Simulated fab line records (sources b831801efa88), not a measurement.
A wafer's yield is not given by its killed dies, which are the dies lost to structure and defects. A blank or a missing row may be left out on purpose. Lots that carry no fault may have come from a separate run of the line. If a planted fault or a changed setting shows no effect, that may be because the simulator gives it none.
A lot that was struck, set against a sound lot | flow sfq-line | 42 out of 325 route steps
Sound: these wafers, L909.4, L909.5, L909.6. Struck: wafer L917.6. (L917.2, L917.4 of the same lot were not struck and are left out.) The cause comes at the end.
Each step with rows lists, per side, the tool, then ch with its chambers, then its first start. Under that, the readings that differ: sound wafers | struck wafers | difference of the means | sigmas: that difference in standard deviations of wafers without a fault.
alike: readings with means less than 2 such deviations apart, plus words and numbers identical on both sides. not compared: withheld readings, readings lacking a value on some wafer, bounds such as >300 that could conceal the same value, and numbers that have no deviation in the record and whose values overlap.
Wherever a step has rows on one side only, a row that says differs or no value, or a row with sigmas, the two part there. Non-overlapping numbers with no deviation appear without sigmas and do not part them. Lack of a reading on every wafer of one side parts them only where that side has two or more wafers.

first, 6 steps without rows for these wafers: SFQ_TRILAYER_I0_VIA_LITHO_COAT_036 (resist thk 62 nm); SFQ_TRILAYER_I0_VIA_LITHO_COAT_031 (resist thk 650 nm); SFQ_TRILAYER_I0_VIA_LITHO_SOFTBAKE_035; SFQ_TRILAYER_I0_VIA_LITHO_EXPOSE_032 (exposes mask I0, target cd 500 nm); SFQ_TRILAYER_I0_VIA_LITHO_PEB_034 (peb time 60 s); SFQ_TRILAYER_I0_VIA_LITHO_DEVELOP_033 (time 60 s).
SFQ_I0_OVL_MEAS_908:
  sound: overlay-01 at day 12 09:36; struck: overlay-01 at day 15 00:46
  alike: I0_OVL
SFQ_TRILAYER_I0_VIA_BARC_OPEN_VIA_ETCH_046: etches BARC in O2, target depth 125 nm, time 41.7 s.
  sound on rie-diel-02 ch 0,2,3, day 12 09:37; struck on rie-diel-02 ch 1, day 15 00:47
  alike: drypump-motor-current-A, oes-product-au
  not compared: rf-hours-counter-h
then, 4 steps without rows for these wafers: SFQ_TRILAYER_I0_VIA_ETCH_VIA_ETCH_034 (etches SiO2 in CHF3, stops on Nb, target depth 260 nm); SFQ_TRILAYER_I0_VIA_STRIP_STRIP_035 (strips in O2); SFQ_TRILAYER_I0_VIA_STRIP_SOLV_CLEAN_036 (cleans in NMP, time 600 s); SFQ_TRILAYER_M1_DEP_PRE_CLEAN_038 (time 22.5 s).
SFQ_TRILAYER_M1_DEP_SPUTTER_037: material Nb, target thk 200 nm, time 133.3 s.
  sound: pvd-sputter-06 at day 12 10:35; struck: pvd-sputter-06 at day 15 01:46
  reading                                             | sound                   | struck | difference | sigmas
  chamber-pressure-pa (Pa)                            | 0.13401 0.13384 0.13316 | 0.1329 | -0.0008    | -3
  model.Nb_of_TRILAYER_M1_DEP_SPUTTER_037.thk-nm (nm) | 196.7 196.8 197.8       | 199.4  | +2.3       |
  alike: substrate-temp-c, throttle-valve-pct
SFQ_M1_RS_MEAS_909: measurement is done with a four-point probe.
  sound: film-metro-04 at day 12 10:44; struck: film-metro-01 at day 15 01:52
  alike: M1_NB_RS
then, 6 steps without rows for these wafers: SFQ_TRILAYER_M1_LITHO_COAT_044 (resist thk 62 nm); SFQ_TRILAYER_M1_LITHO_COAT_039 (resist thk 600 nm); SFQ_TRILAYER_M1_LITHO_SOFTBAKE_043; SFQ_TRILAYER_M1_LITHO_EXPOSE_040 (exposes mask M1, target cd 500 nm); SFQ_TRILAYER_M1_LITHO_PEB_042 (peb time 60 s); SFQ_TRILAYER_M1_LITHO_DEVELOP_041 (time 60 s).
-- the record jumps here: 6 days lie between the struck wafers' starts before and after --
SFQ_M1_OVL_MEAS_911:
  sound: overlay-01 at day 17 10:02; struck: overlay-01 at day 20 15:32
  alike: M1_OVL
SFQ_TRILAYER_M1_BARC_OPEN_METAL_ETCH_054: etches BARC in O2, target depth 125 nm, time 41.7 s.
  sound on rie-metal-02 ch 0,1, day 17 10:04; struck on rie-metal-04 ch 0, day 20 15:34
  alike: drypump-motor-current-A, oes-product-au
  not compared: rf-hours-counter-h
SFQ_TRILAYER_M1_ETCH_METAL_ETCH_042: etches Nb in Cl2/Ar, stops on SiO2, target depth 240 nm, time 120 s.
  sound on rie-metal-02 ch 0,1, day 17 10:09; struck on rie-metal-04 ch 0, day 20 15:37
  reading                        | sound             | struck | difference | sigmas
  oes-product-au (a.u.)          | 0.881 0.894 0.884 | 0.906  | +0.020     | +2
  model.M1.feature-depth-nm (nm) | 197.5 197.5 198.6 | 200.2  | +2.3       |
  model.etch.depth-nm (nm)       | 196.7 196.8 197.8 | 199.4  | +2.3       |
  alike: drypump-motor-current-A
  not compared: rf-hours-counter-h
SFQ_TRILAYER_M1_STRIP_STRIP_043: strips in O2.
  sound on rie-metal-02 ch 0,1, day 17 10:26; struck on rie-metal-04 ch 0, day 20 15:44
  reading               | sound             | struck | difference | sigmas
  oes-product-au (a.u.) | 0.985 0.982 0.997 | 1.010  | +0.022     | +2
  alike: drypump-motor-current-A
  not compared: rf-hours-counter-h
then, 1 step without rows for these wafers: SFQ_TRILAYER_M1_STRIP_SOLV_CLEAN_044 (cleans in NMP, time 600 s).
SFQ_TRILAYER_I1_DEP_PECVD_045: deposits SiO2 from SiH4/N2O, time 111.11 s, target thk 500 nm.
  sound on pecvd-01 ch 0,1,2, day 17 11:03; struck on pecvd-02 ch 1, day 20 16:32
  alike: heater-power-outer-w, heater-power-w, throttle-valve-pct
then, 1 step without rows for these wafers: SFQ_TRILAYER_I1_CMP_CMP_046 (polishes SiO2).
SFQ_I1_BOW_MEAS_912:
  sound: film-metro-03 at day 17 14:09; struck: film-metro-01 at day 20 19:38
  alike: I1_BOW
SFQ_TRILAYER_I1_METRO_MEASURE_047:
  sound: film-metro-03 at day 17 14:49; struck: film-metro-01 at day 20 19:56
  alike: thk-nm
then, 6 steps without rows for these wafers: SFQ_TRILAYER_I1_VIA_LITHO_COAT_054 (resist thk 62 nm); SFQ_TRILAYER_I1_VIA_LITHO_COAT_049 (resist thk 650 nm); SFQ_TRILAYER_I1_VIA_LITHO_SOFTBAKE_053; SFQ_TRILAYER_I1_VIA_LITHO_EXPOSE_050 (exposes mask I1, target cd 500 nm); SFQ_TRILAYER_I1_VIA_LITHO_PEB_052 (peb time 60 s); SFQ_TRILAYER_I1_VIA_LITHO_DEVELOP_051 (time 60 s).
-- the record jumps here: 7 days lie between the struck wafers' starts before and after --
SFQ_I1_OVL_MEAS_913:
  sound: overlay-02 at day 24 00:19; struck: overlay-01 at day 27 12:26
  alike: I1_OVL
then, 5 steps without rows for these wafers: SFQ_TRILAYER_I1_VIA_BARC_OPEN_VIA_ETCH_071 (etches BARC in O2, target depth 125 nm, time 41.7 s); SFQ_TRILAYER_I1_VIA_ETCH_VIA_ETCH_052 (etches SiO2 in CHF3, stops on Nb, target depth 260 nm); SFQ_TRILAYER_I1_VIA_STRIP_STRIP_053 (strips in O2); SFQ_TRILAYER_I1_VIA_STRIP_SOLV_CLEAN_054 (cleans in NMP, time 600 s); SFQ_TRILAYER_M2_DEP_PRE_CLEAN_056 (time 22.5 s).
-- the record jumps here: 56 days lie between the struck wafers' starts before and after --
SFQ_M8_BOW_MEAS_951:
  sound: film-metro-04 at day 80 17:50; struck: film-metro-03 at day 83 16:36
  reading               | sound             | struck | difference | sigmas
  model.etest.m1.ohm-um | 1.815 1.816 1.813 | 1.783  | -0.032     |
  model.etest.m1.ohm-sq | 0.9052 0.9048 0.9 | 0.8928 | -0.0105    |
  alike: M8_BOW
  not compared: model.etest.i0.link-ohm

## WHERE THEY PART
First at SFQ_TRILAYER_M1_DEP_SPUTTER_037; last, within this record, at SFQ_TRILAYER_M1_STRIP_STRIP_043. Later steps at which nothing parts them and some readings are alike: SFQ_TRILAYER_I1_DEP_PECVD_045, SFQ_I1_BOW_MEAS_912, SFQ_TRILAYER_I1_METRO_MEASURE_047, SFQ_I1_OVL_MEAS_913, SFQ_M8_BOW_MEAS_951.

WHY: whatever the simulator had introduced
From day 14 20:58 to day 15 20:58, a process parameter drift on pvd-sputter-06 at SFQ_TRILAYER_M1_DEP_SPUTTER_037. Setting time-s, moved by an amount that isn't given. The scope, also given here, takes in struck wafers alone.
